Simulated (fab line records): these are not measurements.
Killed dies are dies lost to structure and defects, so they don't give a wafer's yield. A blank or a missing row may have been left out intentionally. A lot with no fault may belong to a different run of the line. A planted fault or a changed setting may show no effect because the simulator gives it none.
The tool behind it: which one?	flow sfq-line	14 lots, 42 wafers sampled, at 6 steps of a route of 325

== WHAT EACH GAUGE READ, for each wafer ==
The record lacks any reading of a measuring or inspecting step that a usual standard deviation could be used to judge.

== WHICH TOOL RAN EACH LOT (tool, then ch and the chambers of the sampled wafers, then the start) ==
lot	SFQ_TRILAYER_M0_STRIP_STRIP_025	SFQ_TRILAYER_I0_DEP_PECVD_027	SFQ_TRILAYER_I0_VIA_STRIP_STRIP_035	SFQ_TRILAYER_I1_CMP_CMP_046	SFQ_TRILAYER_I1_METRO_MEASURE_047	SFQ_TRILAYER_I1_VIA_ETCH_VIA_ETCH_052
L783	rie-metal-04 ch 0,1, day 5 21:07	pecvd-02 ch 1,2, day 5 21:53	rie-metal-03 ch 0,1, day 10 06:07	cmp-01 ch 0,2,3, day 11 12:36	film-metro-02, day 11 15:43	rie-diel-03 ch 0,1, day 16 21:53
L784	rie-metal-01 ch 0,1, day 6 03:07	pecvd-01 ch 0,1,2, day 6 03:53	rie-metal-02 ch 1, day 10 12:07	cmp-01 ch 0,1,2, day 11 18:36	film-metro-02, day 11 21:43	rie-diel-01 ch 0,2, day 17 05:11
L785	rie-metal-03 ch 0,1, day 6 09:19	pecvd-01 ch 0,1,2, day 6 09:53	rie-metal-03 ch 0,1, day 10 18:19	cmp-02 ch 2,3, day 12 04:12	film-metro-03, day 12 07:43	rie-diel-03 ch 0,1, day 17 15:59
L787	rie-metal-03 ch 0,1, day 6 19:55	pecvd-01 ch 0,1,2, day 6 20:42	rie-metal-02 ch 0,1, day 11 07:19	cmp-02 ch 0,3, day 12 23:05	film-metro-02, day 13 02:13	rie-diel-03 ch 1,2, day 18 12:23
L790	rie-metal-03 ch 0,1, day 7 19:43	pecvd-03 ch 0,2, day 7 20:29	rie-metal-02 ch 0,1, day 11 21:43	cmp-02 ch 0,1,2, day 13 14:05	film-metro-03, day 13 17:25	rie-diel-03 ch 1,2,3, day 19 06:23
L791	rie-metal-01 ch 0,1, day 8 07:40	pecvd-03 ch 0,1,2, day 8 08:26	rie-metal-03 ch 0,1, day 12 09:43	cmp-01 ch 1,2,3, day 13 20:10	film-metro-03, day 13 23:17	rie-diel-04 ch 0,1,3, day 19 14:20
L792	rie-metal-04 ch 0,1, day 8 11:16	pecvd-02 ch 0,2, day 8 12:13	rie-metal-03 ch 0,1, day 12 14:31	cmp-01 ch 1,3, day 14 02:10	film-metro-03, day 14 05:17	rie-diel-03 ch 1,2,3, day 20 04:19
L796	rie-metal-04 ch 0,1, day 9 09:49	pecvd-01 ch 0,2, day 9 10:34	rie-metal-02 ch 0,1, day 14 01:54	cmp-02 ch 2,3, day 15 02:35	film-metro-04, day 15 05:37	rie-diel-03 ch 2,3, day 21 12:29
L797	rie-metal-03 ch 0,1, day 9 16:55	pecvd-02 ch 0,2, day 9 17:43	rie-metal-03 ch 0, day 14 07:42	cmp-02 ch 0,2,3, day 15 06:25	film-metro-03, day 15 09:32	rie-diel-01 ch 0,1, day 21 18:29
L802	rie-metal-01 ch 0,1, day 10 18:07	pecvd-03 ch 0,1, day 10 18:53	rie-metal-03 ch 0,1, day 16 06:24	cmp-02 ch 0,1, day 17 05:25	film-metro-03, day 17 08:44	rie-diel-03 ch 0,1,3, day 23 13:16
L803	rie-metal-04 ch 0,1, day 10 22:55	pecvd-02 ch 0,1,2, day 10 23:41	rie-metal-03 ch 0,1, day 16 11:12	cmp-01 ch 0,3, day 17 08:00	film-metro-02, day 17 11:19	rie-diel-03 ch 0,1,3, day 24 01:16
L804	rie-metal-01 ch 0,1, day 11 07:19	pecvd-03 ch 0,1,2, day 11 08:05	rie-metal-02 ch 0,1, day 16 19:36	cmp-02 ch 0,2,3, day 17 19:52	film-metro-03, day 17 22:11	rie-diel-01 ch 1,2, day 24 14:34
L805	rie-metal-03 ch 0,1, day 11 12:07	pecvd-02 ch 0,1, day 11 12:53	rie-metal-03 ch 0,1, day 17 02:54	cmp-02 ch 0,2,3, day 18 04:52	film-metro-03, day 18 06:59	rie-diel-04 ch 0,1,3, day 24 21:46
L806	rie-metal-03 ch 0,1, day 11 16:55	pecvd-01 ch 1,2, day 11 17:41	rie-metal-02 ch 0,1, day 17 10:06	cmp-02 ch 0,1,2, day 18 10:22	film-metro-02, day 18 12:59	rie-diel-03 ch 0,2,3, day 25 07:22
- SFQ_TRILAYER_M0_STRIP_STRIP_025: strips in O2.
- SFQ_TRILAYER_I0_DEP_PECVD_027: deposits SiO2 from SiH4/N2O, time 111.11 s, target thk 500 nm.
- SFQ_TRILAYER_I0_VIA_STRIP_STRIP_035: strips in O2.
- SFQ_TRILAYER_I1_CMP_CMP_046: polishes SiO2.
- SFQ_TRILAYER_I1_METRO_MEASURE_047
- SFQ_TRILAYER_I1_VIA_ETCH_VIA_ETCH_052: etches SiO2 in CHF3, stops on Nb, target depth 260 nm.

== WHAT THE TOOLS THEMSELVES READ (means of the sampled wafers that have a number; where no wafer has one, the mark that the record gives instead) ==
SFQ_TRILAYER_M0_STRIP_STRIP_025. Usual: drypump-motor-current-A 5.4 A, standard deviation 0.45; oes-product-au 1.004 a.u., standard deviation 0.0088.
lot	tool	drypump-motor-current-A (A)	oes-product-au (a.u.)	flag
L783	rie-metal-04	5.8	1.006	
L784	rie-metal-01	5.3	1.012	
L785	rie-metal-03	5.1	0.993	
L787	rie-metal-03	5.4	1.007	
L790	rie-metal-03	5.2	0.992	
L791	rie-metal-01	5.5	0.999	
L792	rie-metal-04	5.8	1.003	
L796	rie-metal-04	5.8	1.006	
L797	rie-metal-03	5.4	1.004	
L802	rie-metal-01	5.5	1.006	
L803	rie-metal-04	5.4	1.000	
L804	rie-metal-01	5.5	1.000	
L805	rie-metal-03	5.1	0.996	
L806	rie-metal-03	5.4	1.006	

SFQ_TRILAYER_I0_DEP_PECVD_027. Usual: heater-power-w 83 W, standard deviation 12; susceptor-temp-C 149.99 C, standard deviation 0.17; throttle-valve-pct 24.6 %, standard deviation 1.2.
lot	tool	heater-power-w (W)	susceptor-temp-C (C)	throttle-valve-pct (%)	flag
L783	pecvd-02	87	150.07	23.5	
L784	pecvd-01	89	149.96	24.2	
L785	pecvd-01	82	150.06	24.3	
L787	pecvd-01	84	150.04	24.4	
L790	pecvd-03	81	149.99	25.7	
L791	pecvd-03	69	150.02	25.6	
L792	pecvd-02	76	149.77	24.3	
L796	pecvd-01	97	150.13	24.1	
L797	pecvd-02	87	149.90	24.2	
L802	pecvd-03	77	149.97	25.5	
L803	pecvd-02	88	150.10	24.2	
L804	pecvd-03	78	149.96	25.5	
L805	pecvd-02	82	149.91	24.1	
L806	pecvd-01	87	149.84	23.6	

SFQ_TRILAYER_I0_VIA_STRIP_STRIP_035. Usual: drypump-motor-current-A 5.3 A, standard deviation 0.44; oes-product-au 1.002 a.u., standard deviation 0.009.
lot	tool	drypump-motor-current-A (A)	oes-product-au (a.u.)	flag
L783	rie-metal-03	5.4	0.993	
L784	rie-metal-02	4.8	1.006	
L785	rie-metal-03	5.4	0.990	
L787	rie-metal-02	5.5	1.005	
L790	rie-metal-02	5.5	1.003	
L791	rie-metal-03	5.4	0.996	
L792	rie-metal-03	5.1	0.992	
L796	rie-metal-02	5.5	1.007	
L797	rie-metal-03	5.6	0.991	
L802	rie-metal-03	5.1	1.009	
L803	rie-metal-03	5.2	0.993	
L804	rie-metal-02	5.1	0.998	
L805	rie-metal-03	5.4	0.999	
L806	rie-metal-02	5.5	1.009	

SFQ_TRILAYER_I1_CMP_CMP_046. Usual: motor-current-A 10.2 A, standard deviation 1.4; time-to-endpoint-s 217 s, standard deviation 7.4.
lot	tool	motor-current-A (A)	time-to-endpoint-s (s)	flag
L783	cmp-01	10.9	205	
L784	cmp-01	10.3	218	
L785	cmp-02	10.8	231	
L787	cmp-02	10.2	224	
L790	cmp-02	10.8	223	
L791	cmp-01	9.5	226	
L792	cmp-01	8.6	234	
L796	cmp-02	9.3	218	
L797	cmp-02	10.5	215	
L802	cmp-02	10.1	223	
L803	cmp-01	11.6	213	
L804	cmp-02	10.0	223	
L805	cmp-02	10.5	219	
L806	cmp-02	10.8	209	

SFQ_TRILAYER_I1_METRO_MEASURE_047. Usual: thk-nm reads 200.0 nm (standard deviation 1).
lot	tool	thk-nm (nm)	flag
L783	film-metro-02	199.9	
L784	film-metro-02	199.3	
L785	film-metro-03	200.3	
L787	film-metro-02	200.3	
L790	film-metro-03	199.9	
L791	film-metro-03	182.8	OFF
L792	film-metro-03	183.3	OFF
L796	film-metro-04	200.4	
L797	film-metro-03	199.6	
L802	film-metro-03	200.7	
L803	film-metro-02	199.5	
L804	film-metro-03	200.9	
L805	film-metro-03	199.1	
L806	film-metro-02	199.1	

SFQ_TRILAYER_I1_VIA_ETCH_VIA_ETCH_052. Usual: drypump-motor-current-A 5.5 A, standard deviation 0.46; oes-product-au 0.854 a.u., standard deviation 0.0049.
lot	tool	drypump-motor-current-A (A)	oes-product-au (a.u.)	flag
L783	rie-diel-03	5.3	0.857	
L784	rie-diel-01	6.0	0.850	
L785	rie-diel-03	5.1	0.853	
L787	rie-diel-03	5.6	0.854	
L790	rie-diel-03	5.4	0.855	
L791	rie-diel-04	5.8	0.813	OFF
L792	rie-diel-03	5.4	0.810	OFF
L796	rie-diel-03	5.4	0.857	
L797	rie-diel-01	5.4	0.852	
L802	rie-diel-03	5.1	0.861	
L803	rie-diel-03	5.1	0.855	
L804	rie-diel-01	5.5	0.859	
L805	rie-diel-04	5.7	0.854	
L806	rie-diel-03	5.1	0.852	

== THE ANSWER, worked out from the rows above alone ==
Rule: a lot is off if the mean of its wafers that have a number lies more than 3 standard deviations from the usual mean. A lot without any number at a reading at which 4 lots or more have one is off too. Where the step has rows for the other lots, those lots are counted as sound. First the gauges in route order, then the tools' own readings, where a lot's mean is used as printed above. The first step at which some lot is off is used, and at that step the reading that is off furthest; a lot without a number counts as furthest.
Off: L791, L792, at SFQ_TRILAYER_I1_METRO_MEASURE_047 (thk-nm).
If a tool, at that step or one of the process steps before it, ran each lot that is off and ran no sound lot following the first of them, it fits. None of those tried fits.

== WHAT THE SIMULATOR PUT IN ==
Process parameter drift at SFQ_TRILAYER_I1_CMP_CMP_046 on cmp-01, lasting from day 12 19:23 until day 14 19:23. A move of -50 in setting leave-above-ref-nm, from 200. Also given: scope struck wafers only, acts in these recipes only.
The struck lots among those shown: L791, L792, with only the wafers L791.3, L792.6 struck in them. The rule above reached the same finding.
